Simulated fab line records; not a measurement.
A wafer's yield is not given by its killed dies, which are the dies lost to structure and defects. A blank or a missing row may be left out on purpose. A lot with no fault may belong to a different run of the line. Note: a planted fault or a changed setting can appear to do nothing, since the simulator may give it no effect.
fab line records -- flow sfqLine
record: lots: 5, wafers: 14, lastDay: 83
route steps=325 shown C5@240 M6@251 I6@266 M7@281 M8@325
lots that met no fault: from a run of the same line without faults
startH: hours from the record's first day to the start of the lot's first wafer shown -- waitH: time in hours since the lot's previous step -- " unchanged from the row above -- L1.1+2: one row covering several wafers at once -- - value missing, or start not given -- * or withheld: withheld -- < > ~ a bound
route shown NAME@n: a module of which the file shows steps, and the number in the route of the first -- usual: average and standard deviation across the fault-free wafers -- same: alike in all rows -- chamber/n: place in a boat -- sites: the reading at each site -- _std_site: standard deviation of those values -- _edge_site: the outer-site mean with the inner-site mean subtracted -- radiusMm: how far each site lies from the wafer's centre -- mask NAME#n: copy n -- behind: the tool/chamber that last shaped the wafer -- hold: why the lot was held/for how many hours/how that ended -- device: which transistor (n, p or np) failed to switch -- end of line: tests run on the same wafers once the route is complete -- for a step that has no rows: nothing shown but its recipe -- killed: the dies lost at the first sort to structure and to defects; this is not the yield of the wafer -- map: per-die view of a wafer (x killed, . not killed, _ where there is no die)
set.NAME: the setting as run; set.NAME@STEP: as run at that earlier step -- model.NAME: the simulator's own value behind a step, which no gauge read
lots at some steps of the route; a table a step, a row a wafer
services: from which hour (startH, from the record's first day; less than 0 if before it) a tool's chamber was out of use, for how many hours, and why
== steps ==
step: SFQ_TRILAYER_C5_LITHO_COAT_156
recipe: resist: BARC, spinRpm: 3000, resistThkNm: 62
step: SFQ_TRILAYER_C5_LITHO_COAT_151
recipe: resist: KrF, spinRpm: 3000, resistThkNm: 650
step: SFQ_TRILAYER_C5_LITHO_SOFTBAKE_155
recipe: tempC: withheld, timeS: withheld, resist: KrF
step: SFQ_TRILAYER_C5_LITHO_EXPOSE_152
recipe: maskId: C5, na: 0.6, sourceShape: conventional, sigmaOuter: 0.65, targetCdNm: 500, doseMj: 21.3
step: SFQ_TRILAYER_C5_LITHO_PEB_154
recipe: pebTempC: 115, pebTimeS: 60, resist: KrF
step: SFQ_TRILAYER_C5_LITHO_DEVELOP_153
recipe: timeS: 60, resist: KrF
step: SFQ_C5_OVL_MEAS_937
usual: C5_OVL: -2/5.1
lot.wafer,tool,chamber,startH,waitH,C5_OVL[nm]
L569.2,overlay-01,-,1393.18,0.1,-6
L569.3,overlay-01,-,1393.18,0.1,0
L569.6,overlay-01,-,1393.18,0.1,1
L580.2,overlay-02,-,1659.75,0.1,-10
L580.3,overlay-02,-,1659.75,0.1,-7
L580.4,overlay-02,-,1659.75,0.1,-12
L587.3,overlay-02,-,1706.36,0.1,-4
L587.6,overlay-02,-,1706.36,0.1,-5
L589.3,overlay-02,-,1709.96,0.1,5
L589.4,overlay-02,-,1709.96,0.1,2
L589.5,overlay-02,-,1709.96,0.1,5
L590.1,overlay-02,-,1711.15,0.1,0
L590.2,overlay-02,-,1711.15,0.1,0
L590.3,overlay-02,-,1711.15,0.1,3
step: SFQ_TRILAYER_C5_BARC_OPEN_VIA_ETCH_210
recipe: maskMaterial: PR, chemistry: O2, targetDepthNm: 125, target: BARC, sourceW: 500, biasW: 80, pressureMtorr: 30, timeS: 41.7
step: SFQ_TRILAYER_C5_ETCH_VIA_ETCH_154
recipe: target: SiO2, maskMaterial: PR, chemistry: CHF3, targetDepthNm: 84, sourceW: 500, biasW: 80, pressureMtorr: 30, timeS: withheld, stopOn: Nb
usual: drypumpMotorCurrentA: 5.6/0.41, oesProductAu: 0.896/0.0084
lot.wafer,tool,chamber,startH,waitH,drypumpMotorCurrentA,oesProductAu
L569.2,rieDiel-04,1,1393.25,0.0,4.9,0.898
L569.3,rieDiel-04,0,1393.25,0.0,6.1,0.893
L569.6,rieDiel-04,0,1393.25,0.0,6.1,0.896
L580.2,rieDiel-03,2,1659.82,0.0,5.3,0.894
L580.3,rieDiel-03,3,1659.82,0.0,5.7,0.891
L580.4,rieDiel-03,1,1659.82,0.0,5.5,0.889
L587.3,rieDiel-04,2,1706.42,0.0,5.6,0.893
L587.6,rieDiel-04,2,1706.42,0.0,5.5,0.904
L589.3,rieDiel-04,3,1710.02,0.0,5.6,0.900
L589.4,rieDiel-04,0,1710.02,0.0,6.1,0.920
L589.5,rieDiel-04,1,1710.02,0.0,4.8,0.910
L590.1,rieDiel-01,2,1711.22,0.0,5.6,0.890
L590.2,rieDiel-01,3,1711.22,0.0,5.1,0.894
L590.3,rieDiel-01,0,1711.22,0.0,5.9,0.893
step: SFQ_TRILAYER_C5_STRIP_STRIP_155
recipe: gas: O2, powerW: 200, platenTempC: 40, overashFraction: 0.65, chemistry: O2, pressureMtorr: 50
step: SFQ_TRILAYER_C5_STRIP_SOLV_CLEAN_156
recipe: chemistry: NMP, tempC: 70, timeS: 600
step: SFQ_TRILAYER_M6_DEP_PRE_CLEAN_158
recipe: gas: Ar, timeS: 22.5, biasV: 250
step: SFQ_TRILAYER_M6_DEP_SPUTTER_157
recipe: material: Nb, basePressurePa: 1.33e-06, chamberPressurePa: 0.1333, substrateTempC: 20, targetThkNm: 200, powerW: 2000, timeS: 133.3
usual: cathodeDcPowerW: 2000.0/0.37, substrateTempC: 20.01/0.11, throttleValvePct: 30.0/1.1
lot.wafer,tool,chamber,startH,waitH,cathodeDcPowerW,substrateTempC,throttleValvePct,model.Nb_of_TRILAYER_M6_DEP_SPUTTER_157.thkNm
L569.2,pvdSputter-05,-,1394.10,0.0,1999.9,20.07,31.4,199.9
L569.3,pvdSputter-05,-,1394.10,0.0,2000.2,20.02,28.2,199
L569.6,pvdSputter-05,-,1394.10,0.0,1999.8,20.01,31.9,198.8
L580.2,pvdSputter-03,-,1660.67,0.0,1999.6,19.98,30.2,199.6
L580.3,pvdSputter-03,-,1660.67,0.0,2000.1,19.88,29.0,200.3
L580.4,pvdSputter-03,-,1660.67,0.0,1999.2,19.96,31.7,200.7
L587.3,pvdSputter-05,-,1707.27,0.0,1999.8,20.05,32.1,199
L587.6,pvdSputter-05,-,1707.27,0.0,1999.9,20.11,31.8,240.3
L589.3,pvdSputter-04,-,1710.87,0.0,2000.4,20.22,30.2,201.5
L589.4,pvdSputter-04,-,1710.87,0.0,1999.9,20.09,29.2,203.6
L589.5,pvdSputter-04,-,1710.87,0.0,1999.4,19.90,30.0,203.9
L590.1,pvdSputter-03,-,1712.07,0.0,2000.4,20.00,30.4,200.2
L590.2,pvdSputter-03,-,1712.07,0.0,1999.9,20.21,29.2,202.1
L590.3,pvdSputter-03,-,1712.07,0.0,1999.9,19.93,31.6,201.2
step: SFQ_M6_RS_MEAS_938
recipe: thkMeasGauge: four-point-probe, reads: Nb_of_TRILAYER_M6_DEP_SPUTTER_157
usual: M6_NB_RS: 0.887/0.008
lot.wafer,tool,chamber,startH,waitH,M6_NB_RS[ohm/sq]
L569.2,filmMetro-03,-,1394.21,0.1,0.892
L569.3,filmMetro-03,-,1394.21,0.1,0.895
L569.6,filmMetro-03,-,1394.21,0.1,0.897
L580.2,filmMetro-01,-,1660.79,0.1,0.891
L580.3,filmMetro-01,-,1660.79,0.1,0.887
L580.4,filmMetro-01,-,1660.79,0.1,0.889
L587.3,filmMetro-01,-,1707.41,0.1,0.894
L587.6,filmMetro-01,-,1707.41,0.1,0.738
L589.3,filmMetro-04,-,1711.01,0.1,0.883
L589.4,filmMetro-04,-,1711.01,0.1,0.872
L589.5,filmMetro-04,-,1711.01,0.1,0.872
L590.1,filmMetro-03,-,1712.17,0.0,0.889
L590.2,filmMetro-03,-,1712.17,0.0,0.881
L590.3,filmMetro-03,-,1712.17,0.0,0.881
step: SFQ_TRILAYER_M6_LITHO_COAT_164
recipe: resist: BARC, spinRpm: 3000, resistThkNm: 62
step: SFQ_TRILAYER_M6_LITHO_COAT_159
recipe: resist: KrF, spinRpm: 3000, resistThkNm: 600
step: SFQ_TRILAYER_M6_LITHO_SOFTBAKE_163
recipe: tempC: withheld, timeS: withheld, resist: KrF
step: SFQ_TRILAYER_M6_LITHO_EXPOSE_160
recipe: maskId: M6, na: 0.6, sourceShape: conventional, sigmaOuter: 0.65, targetCdNm: 500, doseMj: 14.4
step: SFQ_TRILAYER_M6_LITHO_PEB_162
recipe: pebTempC: 115, pebTimeS: 60, resist: KrF
step: SFQ_TRILAYER_M6_LITHO_DEVELOP_161
recipe: timeS: 60, resist: KrF
step: SFQ_M6_OVL_MEAS_940
usual: M6_OVL: 2/4.5
lot.wafer,tool,chamber,startH,waitH,M6_OVL[nm]
L569.2,overlay-02,-,1506.98,0.1,6
L569.3,overlay-02,-,1506.98,0.1,10
L569.6,overlay-02,-,1506.98,0.1,11
L580.2,overlay-01,-,1742.04,0.1,-3
L580.3,overlay-01,-,1742.04,0.1,-9
L580.4,overlay-01,-,1742.04,0.1,-1
L587.3,overlay-02,-,1792.25,0.1,-3
L587.6,overlay-02,-,1792.25,0.1,3
L589.3,overlay-02,-,1796.60,0.1,4
L589.4,overlay-02,-,1796.60,0.1,-3
L589.5,overlay-02,-,1796.60,0.1,-2
L590.1,overlay-02,-,1797.79,0.1,12
L590.2,overlay-02,-,1797.79,0.1,5
L590.3,overlay-02,-,1797.79,0.1,10
step: SFQ_TRILAYER_M6_BARC_OPEN_METAL_ETCH_206
recipe: maskMaterial: PR, chemistry: O2, targetDepthNm: 125, target: BARC, icpW: 600, biasW: 80, pressureMtorr: 10, timeS: 41.7
step: SFQ_TRILAYER_M6_ETCH_METAL_ETCH_162
recipe: target: Nb, stopOn: SiO2, maskMaterial: PR, chemistry: Cl2/Ar, targetDepthNm: 240, icpW: 600, biasW: 80, pressureMtorr: 10, timeS: 120
usual: drypumpMotorCurrentA: 5.8/0.49, oesProductAu: 0.895/0.0064
lot.wafer,tool,chamber,startH,waitH,drypumpMotorCurrentA,oesProductAu,rfHoursCounterH
L569.2,rieMetal-04,0,1507.07,0.0,6.2,0.897,33
L569.3,rieMetal-04,1,1507.07,0.0,5.3,0.891,-
L569.6,rieMetal-04,0,1507.07,0.0,6.2,0.892,-
L580.2,rieMetal-01,0,1742.13,0.0,5.3,0.902,124
L580.3,rieMetal-01,1,1742.13,0.0,5.7,0.899,-
L580.4,rieMetal-01,0,1742.13,0.0,5.3,0.895,-
L587.3,rieMetal-01,1,1792.37,0.1,5.6,0.893,-
L587.6,rieMetal-01,0,1792.37,0.1,5.3,0.987,-
L589.3,rieMetal-02,1,1796.72,0.1,6.0,0.901,-
L589.4,rieMetal-02,0,1796.72,0.1,6.6,0.906,-
L589.5,rieMetal-02,1,1796.72,0.1,6.0,0.903,-
L590.1,rieMetal-04,0,1797.88,0.0,6.2,0.909,78
L590.2,rieMetal-04,1,1797.88,0.0,5.3,0.894,94
L590.3,rieMetal-04,0,1797.88,0.0,6.2,0.904,-
step: SFQ_TRILAYER_M6_STRIP_STRIP_163
recipe: gas: O2, powerW: 200, platenTempC: 40, overashFraction: 0.65, chemistry: O2, pressureMtorr: 50
usual: drypumpMotorCurrentA: 5.8/0.48, oesProductAu: 0.995/0.0089
lot.wafer,tool,chamber,startH,waitH,drypumpMotorCurrentA,oesProductAu,rfHoursCounterH
L569.2,rieMetal-04,0,1507.19,0.1,6.2,1.003,33
L569.3,rieMetal-04,1,1507.19,0.1,5.3,1.017,-
L569.6,rieMetal-04,0,1507.19,0.1,6.2,1.007,-
L580.2,rieMetal-01,0,1742.26,0.1,5.3,0.987,124
L580.3,rieMetal-01,1,1742.26,0.1,5.7,1.002,-
L580.4,rieMetal-01,0,1742.26,0.1,5.3,0.990,-
L587.3,rieMetal-01,1,1792.66,0.2,5.7,1.006,-
L587.6,rieMetal-01,0,1792.66,0.2,5.3,1.001,-
L589.3,rieMetal-02,1,1797.01,0.2,6.0,0.984,-
L589.4,rieMetal-02,0,1797.01,0.2,6.6,0.985,-
L589.5,rieMetal-02,1,1797.01,0.2,6.0,0.978,-
L590.1,rieMetal-04,0,1798.01,0.1,6.2,0.988,78
L590.2,rieMetal-04,1,1798.01,0.1,5.3,1.001,94
L590.3,rieMetal-04,0,1798.01,0.1,6.2,0.993,-
step: SFQ_TRILAYER_M6_STRIP_SOLV_CLEAN_164
recipe: chemistry: NMP, tempC: 70, timeS: 600
step: SFQ_TRILAYER_I6_DEP_PECVD_165
recipe: material: SiO2, tempC: 150, timeS: 111.11, pressureTorr: 2.4, rfW: 183.3, precursor: SiH4/N2O, targetThkNm: 500
usual: heaterPowerW: 78/17, showerheadVppV: 830/35, susceptorTempC: 149.97/0.16, throttleValvePct: 24.7/1.6
lot.wafer,tool,chamber,startH,waitH,heaterPowerW,showerheadVppV,susceptorTempC,throttleValvePct
L569.2,pecvd-03,0,1507.97,0.0,90,861,149.86,24.9
L569.3,pecvd-03,1,1507.97,0.0,68,803,149.67,23.1
L569.6,pecvd-03,2,1507.97,0.0,79,812,150.18,25.9
L580.2,pecvd-02,2,1743.03,0.0,80,878,150.04,22.9
L580.3,pecvd-02,1,1743.03,0.0,61,813,150.02,22.8
L580.4,pecvd-02,1,1743.03,0.0,61,806,150.11,22.8
L587.3,pecvd-03,1,1793.23,0.0,74,799,149.90,23.2
L587.6,pecvd-03,1,1793.23,0.0,76,810,150.03,23.4
L589.3,pecvd-03,1,1797.58,0.0,77,816,150.11,23.2
L589.4,pecvd-03,2,1797.58,0.0,78,827,150.01,27.5
L589.5,pecvd-03,0,1797.58,0.0,99,860,149.88,25.7
L590.1,pecvd-01,0,1798.78,0.0,110,812,149.89,25.7
L590.2,pecvd-01,1,1798.78,0.0,89,810,150.03,24.3
L590.3,pecvd-01,2,1798.78,0.0,57,772,149.90,26.5
step: SFQ_TRILAYER_I6_CMP_CMP_166
recipe: material: SiO2, downForcePsi: 3, platenRpm: 60, padVelocityMS: 0.94248
usual: headPressurePsi: 3.000/0.0065, motorCurrentA: 10.6/0.56, platenRpm: 60.00/0.04, timeToEndpointS: 213/6.7
lot.wafer,tool,chamber,startH,waitH,headPressurePsi,motorCurrentA,platenRpm,timeToEndpointS
L569.2,cmp-02,3,1509.25,1.2,3.015,10.6,59.95,212
L569.3,cmp-02,1,1510.25,2.2,2.994,10.4,60.01,211
L569.6,cmp-02,3,1511.25,3.2,2.997,11.0,60.02,219
L580.2,cmp-01,3,1743.55,0.5,3.007,11.1,60.00,210
L580.4,cmp-01,1,1744.55,1.4,2.998,10.6,60.03,216
L580.3,cmp-01,2,1744.55,1.4,3.005,10.0,60.04,219
L587.3,cmp-02,0,1807.41,14.1,3.008,10.0,60.01,207
L587.6,cmp-02,0,1809.41,16.1,2.996,10.1,59.91,208
L589.3,cmp-02,0,1810.41,12.8,2.994,9.9,59.98,208
L589.4,cmp-02,2,1811.41,13.8,2.991,12.0,59.99,211
L589.5,cmp-02,1,1812.91,15.2,3.013,10.1,60.06,212
L590.1,cmp-01,3,1813.26,14.4,2.991,11.0,60.02,214
L590.2,cmp-01,0,1813.26,14.4,2.991,10.5,59.98,218
L590.3,cmp-01,1,1813.26,14.4,3.008,9.8,60.01,211
step: SFQ_I6_BOW_MEAS_941
recipe: mode: bow
usual: I6_BOW: 5/9.8
lot.wafer,tool,chamber,startH,waitH,I6_BOW[um]
L569.2,filmMetro-03,-,1512.27,2.5,-1
L569.3,filmMetro-03,-,1512.27,2.5,-7
L569.6,filmMetro-03,-,1512.27,2.5,-13
L580.2,filmMetro-02,-,1746.57,2.5,15
L580.3,filmMetro-02,-,1746.57,2.5,6
L580.4,filmMetro-02,-,1746.57,2.5,20
L587.3,filmMetro-03,-,1810.45,2.5,4
L587.6,filmMetro-03,-,1810.45,2.5,13
L589.3,filmMetro-04,-,1813.45,2.5,7
L589.4,filmMetro-04,-,1813.45,2.5,-8
L589.5,filmMetro-04,-,1813.45,2.5,-1
L590.1,filmMetro-03,-,1815.76,2.0,4
L590.2,filmMetro-03,-,1815.76,2.0,11
L590.3,filmMetro-03,-,1815.76,2.0,6
step: SFQ_TRILAYER_I6_METRO_MEASURE_167
usual: thkNm: 199.8/0.96
lot.wafer,tool,chamber,startH,waitH,thkNm
L569.2,filmMetro-03,-,1512.57,0.3,201.1
L569.3,filmMetro-03,-,1512.57,0.3,202.4
L569.6,filmMetro-03,-,1512.57,0.3,201.8
L580.2,filmMetro-02,-,1746.87,0.3,200.3
L580.3,filmMetro-02,-,1746.87,0.3,200.5
L580.4,filmMetro-02,-,1746.87,0.3,200.4
L587.3,filmMetro-03,-,1810.93,0.5,198.2
L587.6,filmMetro-03,-,1810.93,0.5,199.0
L589.3,filmMetro-04,-,1813.93,0.5,198.2
L589.4,filmMetro-04,-,1813.93,0.5,197.2
L589.5,filmMetro-04,-,1813.93,0.5,199.7
L590.1,filmMetro-03,-,1815.88,0.1,198.9
L590.2,filmMetro-03,-,1815.88,0.1,199.9
L590.3,filmMetro-03,-,1815.88,0.1,198.6
step: SFQ_TRILAYER_I6_VIA_LITHO_COAT_174
recipe: resist: BARC, spinRpm: 3000, resistThkNm: 62
step: SFQ_TRILAYER_I6_VIA_LITHO_COAT_169
recipe: resist: KrF, spinRpm: 3000, resistThkNm: 650
step: SFQ_TRILAYER_I6_VIA_LITHO_SOFTBAKE_173
recipe: tempC: withheld, timeS: withheld, resist: KrF
step: SFQ_TRILAYER_I6_VIA_LITHO_EXPOSE_170
recipe: maskId: I6, na: 0.6, sourceShape: conventional, sigmaOuter: 0.65, targetCdNm: 700, doseMj: 21.3
step: SFQ_TRILAYER_I6_VIA_LITHO_PEB_172
recipe: pebTempC: 115, pebTimeS: 60, resist: KrF
step: SFQ_TRILAYER_I6_VIA_LITHO_DEVELOP_171
recipe: timeS: 60, resist: KrF
step: SFQ_I6_OVL_MEAS_942
usual: I6_OVL: 0/5.2
lot.wafer,tool,chamber,startH,waitH,I6_OVL[nm]
L569.2,overlay-02,-,1624.83,0.1,-8
L569.3,overlay-02,-,1624.83,0.1,-2
L569.6,overlay-02,-,1624.83,0.1,1
L580.2,overlay-02,-,1754.94,0.1,1
L580.3,overlay-02,-,1754.94,0.1,-2
L580.4,overlay-02,-,1754.94,0.1,-1
L587.3,overlay-01,-,1889.97,0.1,-2
L587.6,overlay-01,-,1889.97,0.1,6
L589.3,overlay-01,-,1893.57,0.1,8
L589.4,overlay-01,-,1893.57,0.1,6
L589.5,overlay-01,-,1893.57,0.1,3
L590.1,overlay-01,-,1895.95,0.1,-4
L590.2,overlay-01,-,1895.95,0.1,-6
L590.3,overlay-01,-,1895.95,0.1,-2
step: SFQ_TRILAYER_I6_VIA_BARC_OPEN_VIA_ETCH_235
recipe: maskMaterial: PR, chemistry: O2, targetDepthNm: 125, target: BARC, sourceW: 500, biasW: 80, pressureMtorr: 30, timeS: 41.7
step: SFQ_TRILAYER_I6_VIA_ETCH_VIA_ETCH_172
recipe: target: SiO2, stopOn: Nb, maskMaterial: PR, taperDeg: 20, chemistry: CHF3, targetDepthNm: 260, sourceW: 500, biasW: 80, pressureMtorr: 30, timeS: withheld
step: SFQ_TRILAYER_I6_VIA_STRIP_STRIP_173
recipe: gas: O2, powerW: 200, platenTempC: 40, overashFraction: 0.65, chemistry: O2, pressureMtorr: 50
step: SFQ_TRILAYER_I6_VIA_STRIP_SOLV_CLEAN_174
recipe: chemistry: NMP, tempC: 70, timeS: 600
step: SFQ_TRILAYER_M7_DEP_PRE_CLEAN_176
recipe: gas: Ar, timeS: 22.5, biasV: 250
step: SFQ_M8_BOW_MEAS_951
recipe: mode: bow
usual: M8_BOW: 6/11
lot.wafer,tool,chamber,startH,waitH,M8_BOW[um],model.etest.m6.ohmUm,model.etest.i5.linkOhm,model.etest.c5.linkOhm,model.etest.i6.linkOhm,model.etest.m6.ohmSq
L569.2,filmMetro-01,-,1706.29,0.0,10,1.782,2.275,7.906,1.875,0.8891
L569.3,filmMetro-01,-,1706.29,0.0,4,1.783,2.285,7.944,1.88,0.8934
L569.6,filmMetro-01,-,1706.29,0.0,-4,1.791,2.282,7.996,1.871,0.894
L580.2,filmMetro-03,-,1906.91,0.0,20,1.781,2.277,8.002,1.861,0.8905
L580.3,filmMetro-03,-,1906.91,0.0,9,1.773,2.278,8.024,1.858,0.8875
L580.4,filmMetro-03,-,1906.91,0.0,26,1.77,2.272,8.01,1.861,0.8855
L587.3,filmMetro-01,-,1976.06,0.0,8,1.788,2.275,8.006,1.867,0.8934
L587.6,filmMetro-01,-,1976.06,0.0,17,1.482,2.087,7.84,1.723,0.7398
L589.3,filmMetro-04,-,1980.86,0.0,8,1.777,2.27,7.931,1.869,0.8824
L589.4,filmMetro-04,-,1980.86,0.0,-9,1.762,2.257,7.974,1.861,0.8731
L589.5,filmMetro-04,-,1980.86,0.0,0,1.753,2.264,7.972,1.855,0.8717
L590.1,filmMetro-01,-,1983.22,0.0,1,1.786,2.29,8.009,1.853,0.8878
L590.2,filmMetro-01,-,1983.22,0.0,8,1.771,2.278,8.03,1.848,0.8796
L590.3,filmMetro-01,-,1983.22,0.0,3,1.775,2.275,8.01,1.85,0.8835
== services ==
tool,chamber,startH,hours,kind
pecvd-03,-,1377.21,0.7,repair
filmMetro-03,-,1391.50,0.9,pm
rieMetal-01,0,1393.27,5.6,repair
rieMetal-04,-,1393.39,1.0,repair
rieDiel-04,1,1412.21,6.3,repair
rieDiel-04,2,1424.32,15.3,repair
rieMetal-01,-,1425.43,22.6,repair
rieDiel-04,-,1431.61,0.4,repair
cmp-02,-,1434.20,4.0,pm
filmMetro-03,-,1444.47,0.5,pm
rieMetal-04,0,1458.27,24.1,repair
rieMetal-01,-,1459.42,0.2,repair
cmp-02,-,1467.24,5.7,repair
filmMetro-03,-,1489.21,0.7,pm
filmMetro-03,-,1490.88,1.6,pm
cmp-02,-,1515.25,16.5,pm
rieDiel-04,1,1520.40,4.3,repair
pecvd-03,-,1522.95,1.5,repair
rieDiel-04,3,1541.19,6.3,repair
rieMetal-04,0,1544.99,12.3,repair
pecvd-03,0,1568.94,47.7,repair
rieDiel-04,1,1582.31,9.0,repair
rieMetal-04,-,1610.41,2.8,pm
rieMetal-04,-,1761.46,1.6,repair
== key ==
firstSign: step: SFQ_M6_RS_MEAS_938, reading: M6_NB_RS, direction: down, sigmas: 19, usual: 0.887, struck: 0.738
effect: step: SFQ_TRILAYER_M6_ETCH_METAL_ETCH_162, reading: oesProductAu, direction: up, sigmas: 14, usual: 0.895, struck: 0.987
modelEffect: step: SFQ_TRILAYER_M6_DEP_SPUTTER_157, value: Nb_of_TRILAYER_M6_DEP_SPUTTER_157.thkNm, without: 199.5, struck: 240.3
modelEffect: step: SFQ_M8_BOW_MEAS_951, value: etest.m6.ohmUm, without: 1.785, struck: 1.482
metAt SFQ_TRILAYER_M6_DEP_SPUTTER_157
struckWafers L587.6
onsetBetween 1394.10 1707.27
fault: kind: processParameterDrift, tool: pvdSputter-05, chamber: -, onsetH: 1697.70, steps: SFQ_TRILAYER_M6_DEP_SPUTTER_157, channel: timeS, offset: *, shape: step, endH: 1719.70, scope: struckWafersOnly, actsIn: *, stated: *
